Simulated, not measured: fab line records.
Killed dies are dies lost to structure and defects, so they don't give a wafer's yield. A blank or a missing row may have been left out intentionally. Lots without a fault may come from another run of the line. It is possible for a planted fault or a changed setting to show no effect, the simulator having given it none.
Chamber matching | flow sky130 | 4 sister chambers for SKY_VIA4_CMP_21 on cmp-02
The step polishes, stops on SiO2, t overpolish 25 s, target thk 0 nm. 16 wafers are shown with their chamber, then 8 later ones without.

== WAFERS WITH THEIR CHAMBER ==
wafer  | chamber | motor-current-A (A) | overpolish-run-s (s) | time-to-endpoint-s (s)
L897.1 | 0       | 10.4                | 25.001               | 115
L897.5 | 3       | 10.4                | 24.998               | 115
L897.6 | 2       | 10.1                | 25.017               | 114
L898.2 | 2       | 10.2                | 24.993               | 117
L898.3 | 1       | 12.9                | 24.987               | 116
L898.4 | 3       | 10.1                | 25.013               | 118
L901.1 | 3       | 10.7                | 24.992               | 124
L901.3 | 0       | 10.5                | 24.994               | 127
L901.6 | 2       | 10.5                | 24.993               | 125
L900.1 | 2       | 10.8                | 25.002               | 120
L900.4 | 0       | 10.5                | 25.008               | 121
L900.6 | 3       | 10.0                | 25.000               | 124
L906.1 | 2       | 10.4                | 24.993               | 128
L906.5 | 0       | 10.8                | 24.979               | 123
L906.6 | 3       | 9.9                 | 25.000               | 121
L918.1 | 0       | 10.5                | 24.987               | 128

SIGNATURES, as means of the wafers listed above
reading            | chamber 0 | chamber 1 | chamber 2 | chamber 3 | scatter within a chamber
motor-current-A    | 10.540    | 12.900    | 10.400    | 10.220    | 0.261
overpolish-run-s   | 24.99380  | 24.98700  | 24.99960  | 25.00060  | 0.00997
time-to-endpoint-s | 122.80    | 116.00    | 120.80    | 120.40    | 5.01
Rule: distance of a wafer from a chamber = root of the sum over the readings of ((wafer's reading minus chamber's mean) / reading's scatter) squared. If the next closest chamber is less than 2 further off than the closest, the wafer can't be placed; otherwise it belongs to the closest. How the scatter is found: for the shown wafers, subtract from each reading the mean of its chamber, square and add these, divide the total by (wafers less chambers), then take the root.

== WAFERS MISSING THEIR CHAMBER ==
wafer  | motor-current-A (A) | overpolish-run-s (s) | time-to-endpoint-s (s)
L918.3 | 10.8                | 25.005               | 126
L918.4 | 10.0                | 25.013               | 123
L917.2 | 10.1                | 25.015               | 123
L917.3 | 10.7                | 24.998               | 122
L917.5 | 10.3                | 24.995               | 120
L919.1 | 12.4                | 24.983               | 128
L919.3 | 10.7                | 25.017               | 124
L919.5 | 11.2                | 24.992               | 122

== THE CHAMBER EACH PASSED THROUGH ==
wafer  | from the rows above          | in truth
L918.3 | can't be placed: 0 or 2 or 3 | 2
L918.4 | can't be placed: 3 or 2 or 0 | 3
L917.2 | can't be placed: 3 or 2 or 0 | 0
L917.3 | can't be placed: 0 or 2 or 3 | 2
L917.5 | can't be placed: 2 or 3 or 0 | 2
L919.1 | 1                            | 1
L919.3 | can't be placed: 2 or 0 or 3 | 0
L919.5 | can't be placed: 0 or 2 or 3 | 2
Correctly placed: 1 of 8. Not placeable from these rows: 7 (in 7, the candidates include the true chamber). Placed wrongly: 0.
